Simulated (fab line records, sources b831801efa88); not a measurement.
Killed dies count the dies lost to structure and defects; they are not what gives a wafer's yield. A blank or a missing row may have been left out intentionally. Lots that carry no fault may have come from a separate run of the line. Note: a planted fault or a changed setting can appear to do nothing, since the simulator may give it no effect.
fab line records -- flow sky130
record: lots: 13, wafers: 39, last-day: 50
route steps=708 shown GATE_OXIDE@194 LI_CONTACT@375 CONTACT@429
lots untouched by any fault: they come from a run of this same line in which no faults occurred
start-h: the number of hours between the record's first day and the start of the first shown wafer of the lot -- wait-h: how many hours have passed since the lot's step before this one -- " unchanged from the row above -- L1.1+2: a row that stands for several wafers -- - value missing, or start not given -- * or withheld: withheld -- < > ~ a bound
route shown NAME@n: a module of which the file shows steps, and the number in the route of the first -- usual: average and standard deviation across the fault-free wafers -- same: alike in all rows -- chamber/n: place in a boat -- sites: readings site by site -- _std_site: the values' standard deviation -- _edge_site: mean of outer sites minus mean of inner sites -- radius-mm: how far each site lies from the wafer's centre -- mask NAME#n: copy n -- behind: tool/chamber where the wafer was last shaped -- hold: reason for holding the lot/hours on hold/outcome of the hold -- device: transistor that didn't switch, given as n, p or np -- end of line: tests run on the same wafers once the route is complete -- a step with no rows: only its recipe -- killed: dies lost to structure and defects at the first sort, not the wafer's yield -- map: dies across one wafer; x = killed, . = not, _ = none there
set.NAME: the run value of the setting; set.NAME@STEP: its run value at that earlier step -- model.NAME: the simulator's own value behind a step, which no gauge read
one table for each step of the route and one row for each wafer, over a sample of lots
services: from which hour (start-h, from the record's first day; less than 0 if before it) a tool's chamber was out of use, for how many hours, and why
== steps ==
step: SKY_GATE_OXIDE_EXPOSE_07
recipe: mask-id: LVOM, na: 0.6, source-shape: conventional, sigma-outer: 0.6, polarization: unpolarized, target-cd-nm: 600, dose-mj: 170
usual: reticle-temp-C: 22.99/0.1
lot.wafer,tool,chamber,start-h,wait-h,mask,reticle-temp-C
L262.1,iline-stepper-02,0,318.29,-,LVOM#0,23.13
L262.3,iline-stepper-02,0,318.29,-,LVOM#0,23.04
L262.4,iline-stepper-02,0,318.29,-,LVOM#0,23.05
L261.3,iline-stepper-02,0,318.57,-,LVOM#0,23.14
L261.4,iline-stepper-02,0,318.57,-,LVOM#0,23.22
L261.6,iline-stepper-02,0,318.57,-,LVOM#0,23.11
L264.4,iline-stepper-02,0,318.96,-,LVOM#0,23.21
L264.5,iline-stepper-02,0,318.96,-,LVOM#0,23.02
L264.6,iline-stepper-02,0,318.96,-,LVOM#0,23.05
L265.2,iline-stepper-01,0,365.06,-,LVOM#0,23.06
L265.4,iline-stepper-01,0,365.06,-,LVOM#0,23.10
L265.5,iline-stepper-01,0,365.06,-,LVOM#0,23.07
L267.1,iline-stepper-02,0,366.64,-,LVOM#0,22.81
L267.2,iline-stepper-02,0,366.64,-,LVOM#0,22.86
L267.4,iline-stepper-02,0,366.64,-,LVOM#0,22.75
L266.1,iline-stepper-01,0,366.88,-,LVOM#0,22.90
L266.2,iline-stepper-01,0,366.88,-,LVOM#0,22.93
L266.3,iline-stepper-01,0,366.88,-,LVOM#0,22.93
L268.1,iline-stepper-01,0,369.35,-,LVOM#0,22.99
L268.2,iline-stepper-01,0,369.35,-,LVOM#0,23.08
L268.4,iline-stepper-01,0,369.35,-,LVOM#0,23.00
L269.1,iline-stepper-02,0,369.66,-,LVOM#0,22.84
L269.4,iline-stepper-02,0,369.66,-,LVOM#0,22.91
L269.6,iline-stepper-02,0,369.66,-,LVOM#0,22.98
L270.2,iline-stepper-02,0,376.63,-,LVOM#0,23.03
L270.4,iline-stepper-02,0,376.63,-,LVOM#0,23.00
L270.6,iline-stepper-02,0,376.63,-,LVOM#0,23.09
L272.1,iline-stepper-01,0,383.01,-,LVOM#0,23.10
L272.2,iline-stepper-01,0,383.01,-,LVOM#0,23.13
L272.3,iline-stepper-01,0,383.01,-,LVOM#0,23.06
L274.2,iline-stepper-01,0,399.83,-,LVOM#0,22.86
L274.4,iline-stepper-01,0,399.83,-,LVOM#0,22.86
L274.6,iline-stepper-01,0,399.83,-,LVOM#0,22.86
L280.1,iline-stepper-02,0,460.94,-,LVOM_R1#0,22.81
L280.2,iline-stepper-02,0,460.94,-,LVOM_R1#0,23.04
L280.6,iline-stepper-02,0,460.94,-,LVOM_R1#0,23.00
L284.2,iline-stepper-01,0,488.26,-,LVOM#0,22.95
L284.4,iline-stepper-01,0,488.26,-,LVOM#0,22.97
L284.6,iline-stepper-01,0,488.26,-,LVOM#0,23.05
step: SKY_LI_CONTACT_OVL_MEAS_13
usual: LI_CONTACT_OVL: 3/5.5
lot.wafer,tool,chamber,start-h,wait-h,LI_CONTACT_OVL[nm]
L261.3,overlay-02,-,701.20,0.1,1
L261.4,overlay-02,-,701.20,0.1,2
L261.6,overlay-02,-,701.20,0.1,2
L262.1,overlay-02,-,703.07,0.1,9
L262.3,overlay-02,-,703.07,0.1,5
L262.4,overlay-02,-,703.07,0.1,-3
L264.4,overlay-01,-,704.05,0.1,-8
L264.5,overlay-01,-,704.05,0.1,-2
L264.6,overlay-01,-,704.05,0.1,-12
L265.2,overlay-02,-,751.53,0.1,7
L265.4,overlay-02,-,751.53,0.1,-2
L265.5,overlay-02,-,751.53,0.1,-2
L266.1,overlay-02,-,753.49,0.1,2
L266.2,overlay-02,-,753.49,0.1,4
L266.3,overlay-02,-,753.49,0.1,-11
L267.1,overlay-02,-,753.88,0.1,0
L267.2,overlay-02,-,753.88,0.1,7
L267.4,overlay-02,-,753.88,0.1,3
L268.1,overlay-02,-,755.03,0.1,10
L268.2,overlay-02,-,755.03,0.1,9
L268.4,overlay-02,-,755.03,0.1,12
L269.1,overlay-02,-,755.64,0.1,3
L269.4,overlay-02,-,755.64,0.1,-1
L269.6,overlay-02,-,755.64,0.1,3
L270.2,overlay-02,-,764.61,0.1,9
L270.4,overlay-02,-,764.61,0.1,5
L270.6,overlay-02,-,764.61,0.1,7
L272.1,overlay-02,-,765.03,0.1,5
L272.2,overlay-02,-,765.03,0.1,4
L272.3,overlay-02,-,765.03,0.1,6
L274.2,overlay-01,-,777.98,0.1,9
L274.4,overlay-01,-,777.98,0.1,4
L274.6,overlay-01,-,777.98,0.1,7
L280.1,overlay-01,-,833.68,0.1,2
L280.2,overlay-01,-,833.68,0.1,-2
L280.6,overlay-01,-,833.68,0.1,-7
L284.2,overlay-02,-,856.29,0.1,0
L284.4,overlay-02,-,856.29,0.1,-1
L284.6,overlay-02,-,856.29,0.1,-4
step: SKY_CONTACT_SPUTTER_23
recipe: material: TiN, target-thk-nm: 20, chamber-pressure-pa: 5, power-w: 4000, time-s: 80
usual: throttle-valve-pct: 30.1/0.9
lot.wafer,tool,chamber,start-h,wait-h,throttle-valve-pct
L261.3,pvd-sputter-02,-,759.46,0.0,29.7
L261.4,pvd-sputter-02,-,759.46,0.0,28.7
L261.6,pvd-sputter-02,-,759.46,0.0,30.9
L262.1,pvd-sputter-01,-,761.15,0.0,29.0
L262.3,pvd-sputter-01,-,761.15,0.0,31.4
L262.4,pvd-sputter-01,-,761.15,0.0,31.3
L264.4,pvd-sputter-02,-,763.24,0.0,29.1
L264.5,pvd-sputter-02,-,763.24,0.0,29.4
L264.6,pvd-sputter-02,-,763.24,0.0,29.8
L265.2,pvd-sputter-01,-,808.74,0.0,31.2
L265.4,pvd-sputter-01,-,808.74,0.0,31.3
L265.5,pvd-sputter-01,-,808.74,0.0,31.2
L266.1,pvd-sputter-02,-,810.80,0.0,29.4
L266.2,pvd-sputter-02,-,810.80,0.0,28.6
L266.3,pvd-sputter-02,-,810.80,0.0,31.3
L267.1,pvd-sputter-01,-,811.35,0.0,29.5
L267.2,pvd-sputter-01,-,811.35,0.0,31.2
L267.4,pvd-sputter-01,-,811.35,0.0,31.5
L268.1,pvd-sputter-03,-,811.66,0.0,29.1
L268.2,pvd-sputter-03,-,811.66,0.0,30.5
L268.4,pvd-sputter-03,-,811.66,0.0,30.3
L269.1,pvd-sputter-02,-,812.60,0.0,29.2
L269.4,pvd-sputter-02,-,812.60,0.0,31.1
L269.6,pvd-sputter-02,-,812.60,0.0,29.5
L270.2,pvd-sputter-02,-,822.64,0.0,28.7
L270.4,pvd-sputter-02,-,822.64,0.0,31.4
L270.6,pvd-sputter-02,-,822.64,0.0,28.7
L272.1,pvd-sputter-03,-,822.85,0.0,30.8
L272.2,pvd-sputter-03,-,822.85,0.0,30.9
L272.3,pvd-sputter-03,-,822.85,0.0,30.0
L274.2,pvd-sputter-01,-,834.80,0.0,31.7
L274.4,pvd-sputter-01,-,834.80,0.0,29.2
L274.6,pvd-sputter-01,-,834.80,0.0,31.2
L280.1,pvd-sputter-03,-,889.22,0.0,30.5
L280.2,pvd-sputter-03,-,889.22,0.0,29.4
L280.6,pvd-sputter-03,-,889.22,0.0,30.7
L284.2,pvd-sputter-01,-,911.24,0.0,31.4
L284.4,pvd-sputter-01,-,911.24,0.0,29.5
L284.6,pvd-sputter-01,-,911.24,0.0,29.4
step: SKY_CONTACT_CMP_27
recipe: stop-on: SiO2, t-overpolish-s: 15, down-force-psi: 3.5, platen-rpm: 60, target-thk-nm: 0, pad-velocity-m-s: 0.94248
usual: motor-current-A: 11.1/1.3, overpolish-run-s: 15.001/0.0096, slurry-filter-dp-kPa: 13.52/0.15, time-to-endpoint-s: 83/3.8
lot.wafer,tool,chamber,start-h,wait-h,motor-current-A,overpolish-run-s,slurry-filter-dp-kPa,time-to-endpoint-s
L261.3,cmp-01,0,759.91,0.1,10.8,15.007,13.43,86
L261.4,cmp-01,1,759.91,0.1,10.8,15.018,13.51,83
L261.6,cmp-01,2,759.91,0.1,12.1,15.007,13.66,81
L262.4,cmp-02,0,761.56,0.1,10.4,14.997,13.68,92
L262.1,cmp-02,1,761.56,0.1,9.7,14.998,13.83,85
L262.3,cmp-02,2,761.56,0.1,11.4,14.997,13.72,82
L264.4,cmp-01,1,763.74,0.2,11.8,15.016,13.63,86
L264.6,cmp-01,2,763.74,0.2,12.0,15.007,13.60,81
L264.5,cmp-01,3,763.74,0.2,14.3,15.005,13.48,85
L265.4,cmp-02,2,809.09,0.0,11.0,14.991,13.65,86
L265.2,cmp-02,0,809.09,0.0,10.8,15.005,13.25,87
L265.5,cmp-02,3,809.09,0.0,10.2,15.008,13.68,79
L266.2,cmp-01,2,811.15,0.0,11.6,15.004,13.39,79
L266.3,cmp-01,3,811.15,0.0,13.6,15.009,13.47,83
L266.1,cmp-01,1,811.15,0.0,11.0,15.010,13.67,81
L267.1,cmp-01,1,811.70,0.1,11.6,14.999,13.52,84
L267.2,cmp-01,3,811.70,0.1,13.6,15.026,13.50,90
L267.4,cmp-01,0,811.70,0.1,11.1,15.015,13.54,90
L268.1,cmp-01,0,812.30,0.3,10.5,14.995,13.44,82
L268.4,cmp-01,2,812.30,0.3,12.3,14.997,13.35,81
L268.2,cmp-01,3,812.30,0.3,14.1,14.995,13.35,82
L269.4,cmp-01,0,813.00,0.1,10.7,14.991,13.39,86
L269.1,cmp-01,1,813.00,0.1,11.2,14.985,13.37,80
L269.6,cmp-01,3,813.00,0.1,13.3,15.008,13.20,88
L270.2,cmp-02,0,823.07,0.1,10.1,14.996,13.54,91
L270.4,cmp-02,2,823.07,0.1,10.4,14.989,13.46,88
L270.6,cmp-02,1,823.07,0.1,9.0,15.004,13.66,90
L272.2,cmp-01,3,823.20,0.0,14.1,15.007,13.68,79
L272.3,cmp-01,1,823.20,0.0,11.3,14.993,13.70,78
L272.1,cmp-01,2,823.20,0.0,11.5,15.011,13.51,75
L274.4,cmp-01,0,835.34,0.2,10.6,15.010,13.67,81
L274.2,cmp-01,1,835.34,0.2,11.7,14.999,13.36,84
L274.6,cmp-01,3,835.34,0.2,13.7,14.989,13.69,82
L280.2,cmp-02,1,889.62,0.1,9.2,14.998,13.52,90
L280.1,cmp-02,3,889.62,0.1,9.9,15.010,13.37,82
L280.6,cmp-02,0,889.62,0.1,10.2,14.993,13.48,89
L284.4,cmp-01,0,911.67,0.1,10.9,14.996,13.62,86
L284.2,cmp-01,2,911.67,0.1,12.1,15.015,13.53,79
L284.6,cmp-01,0,911.67,0.1,10.2,14.998,13.55,85
== services ==
tool,chamber,start-h,hours,kind
cmp-01,-,300.11,5.0,pm
iline-stepper-02,-,305.31,1.7,pm
cmp-01,-,305.62,0.7,repair
cmp-01,-,306.11,0.9,repair
cmp-01,-,353.08,0.9,repair
cmp-01,-,404.00,4.0,pm
cmp-01,-,428.38,0.8,repair
cmp-01,-,440.82,0.5,repair
cmp-01,-,442.98,3.5,repair
cmp-01,-,462.45,0.8,repair
cmp-01,-,512.30,3.0,repair
cmp-01,-,554.98,1.0,repair
cmp-01,-,576.00,3.7,pm
cmp-01,-,581.23,1.1,repair
cmp-01,-,631.55,0.7,repair
cmp-01,-,632.84,0.7,repair
cmp-01,-,665.58,1.4,repair
cmp-01,-,669.11,5.8,pm
cmp-01,-,685.01,3.7,repair
cmp-01,-,688.92,1.1,repair
cmp-01,-,726.92,2.9,repair
cmp-01,-,744.00,4.0,pm
cmp-01,-,794.82,0.5,repair
cmp-01,-,861.25,1.0,repair
== key ==
first-sign: step: SKY_GATE_OXIDE_EXPOSE_07, reading: mask, direction: changed
effect none on later readings
met-at SKY_GATE_OXIDE_EXPOSE_07
struck-lots L280
tester-left-out L280
not-acting-at SKY_LI_CONTACT_OVL_MEAS_13,SKY_CONTACT_SPUTTER_23,SKY_CONTACT_CMP_27
onset-between 376.63 460.94
fault: kind: wrong-mask, tool: any, chamber: -, onset-h: 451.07, steps: SKY_GATE_OXIDE_EXPOSE_07, aux-copy: LVOM_R1#0, cd-offset-nm: 90, scope: struck-lots-only
tester-left-out: of these lots the tester's yield and bins aren't shown, on N5 and GAA mostly nor the transistor test; their killed dies are dies lost to structure and defects alone, not to doping, threshold or leakage, so they don't give the yield
